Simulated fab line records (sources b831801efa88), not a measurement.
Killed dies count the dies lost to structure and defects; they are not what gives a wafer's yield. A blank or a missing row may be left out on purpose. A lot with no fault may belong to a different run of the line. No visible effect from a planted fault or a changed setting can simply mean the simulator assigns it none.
A struck lot beside a sound one | flow sky130 | 27 steps out of a route of 708
Sound: wafers L519.1, L519.4, L519.6. Struck: wafers L522.2, L522.3, L522.6. The cause is named last.
For every step that has rows: the tool of each side, followed by ch and its chambers, followed by its first start. Under that, the readings that differ: sound wafers | struck wafers | difference of the means | sigmas: that difference in standard deviations of wafers without a fault.
alike: same words and numbers on both sides, and readings whose means sit less than 2 such deviations apart. not compared: any withheld reading, any reading some wafer has no value for, any bound like >300 that may hide the same value, and any number with overlapping values for which the record gives no deviation.
A row with sigmas, a row that says differs or no value, or rows on one side alone: a step with any of these is where the two part. Numbers that don't overlap but have no deviation are shown without sigmas and don't part them. A reading that every wafer of one side lacks parts them only if that side has two wafers or more.

first, 3 steps without rows for these wafers: SKY_LDD_N_EXPOSE_04 (exposes mask NTM, target cd 840 nm); SKY_LDD_N_PEB_05; SKY_LDD_N_DEVELOP_06 (develop time 60 s).
SKY_LDD_N_OVL_MEAS_07:
  sound on overlay-01 at day 19 16:27; struck on overlay-02 at day 20 22:43
  alike: LDD_N_OVL
then, 8 steps without rows for these wafers: SKY_LDD_N_IMPLANT_08; SKY_LDD_N_IMPLANT_09; SKY_LDD_N_IMPLANT_10; SKY_LDD_N_IMPLANT_11; SKY_LDD_N_IMPLANT_12; SKY_LDD_N_IMPLANT_13; SKY_LDD_N_IMPLANT_14; SKY_LDD_N_IMPLANT_15.
SKY_LDD_N_STRIP_16: strips in O2/N2.
  sound on plasma asher-04 ch 0,1, day 19 17:41; struck on plasma asher-04 ch 0,1, day 20 23:57
  no value came back on the struck wafers for chamber pressure mTorr (mTorr), drypump motor current A (A), oes product au (a.u.), strip time to endpoint s (s); on the sound wafers chamber pressure mTorr (mTorr) reads 1499.8 1502.3 1499.8
  reading                                    | sound | struck          | difference | sigmas
  model.NOVOLAK_of_LDD_N_COAT_02.thk nm (nm) | 0 0 0 | 300 300.1 299.5 | +300       |
  not compared: rf hours counter h
SKY_LDD_N_TW_MEAS_17:
  sound on film metro-03 at day 19 17:47; struck on film metro-01 at day 21 00:04
  alike: LDD_N_TW
then, 7 steps without rows for these wafers: SKY_LDD_P_DEHYDRATE_00 (time 60 s); SKY_LDD_P_HMDS_01 (prime time 60 s); SKY_LDD_P_COAT_02 (resist thk 1140 nm); SKY_LDD_P_SOFTBAKE_03 (time 60 s); SKY_LDD_P_EXPOSE_04 (exposes mask PSDM, target cd 380 nm); SKY_LDD_P_PEB_05; SKY_LDD_P_DEVELOP_06 (develop time 60 s).
SKY_LDD_P_CD_MEAS_07: target cd 380 nm.
  sound on cd sem-01 at day 21 00:00; struck on cd sem-02 at day 22 05:53
  alike: cd nm
SKY_LDD_P_OVL_MEAS_08:
  sound on overlay-02 at day 21 00:07; struck on overlay-01 at day 22 05:59
  reading        | sound       | struck         | difference | sigmas
  LDD_P_OVL (nm) | 2.8 4.4 5.1 | -1.0 -2.2 -0.6 | -5.4       | -4
then, 1 step without rows for these wafers: SKY_LDD_P_IMPLANT_09.
SKY_LDD_P_STRIP_10: strips in O2/N2.
  sound on plasma asher-04 ch 0,1, day 21 00:18; struck on plasma asher-04 ch 0,1, day 22 06:10
  reading                      | sound             | struck            | difference | sigmas
  strip time to endpoint s (s) | 14.19 14.18 14.12 | 18.75 18.74 18.75 | +4.58      | +99 or more
  alike: chamber pressure mTorr, drypump motor current A, oes product au
  not compared: rf hours counter h
SKY_LDD_P_TW_MEAS_11:
  sound on film metro-03 at day 21 00:24; struck on film metro-03 at day 22 06:17
  reading  | sound       | struck   | difference | sigmas
  LDD_P_TW | 644 643 643 | 30 30 30 | -613       | -99 or more
then, 1 step without rows for these wafers: SKY_LDD_HVN_DEHYDRATE_00 (time 60 s).

== WHERE THEY PART ==
First at SKY_LDD_N_STRIP_16; last, within this record, at SKY_LDD_P_TW_MEAS_11.

WHY: the cause the simulator had injected
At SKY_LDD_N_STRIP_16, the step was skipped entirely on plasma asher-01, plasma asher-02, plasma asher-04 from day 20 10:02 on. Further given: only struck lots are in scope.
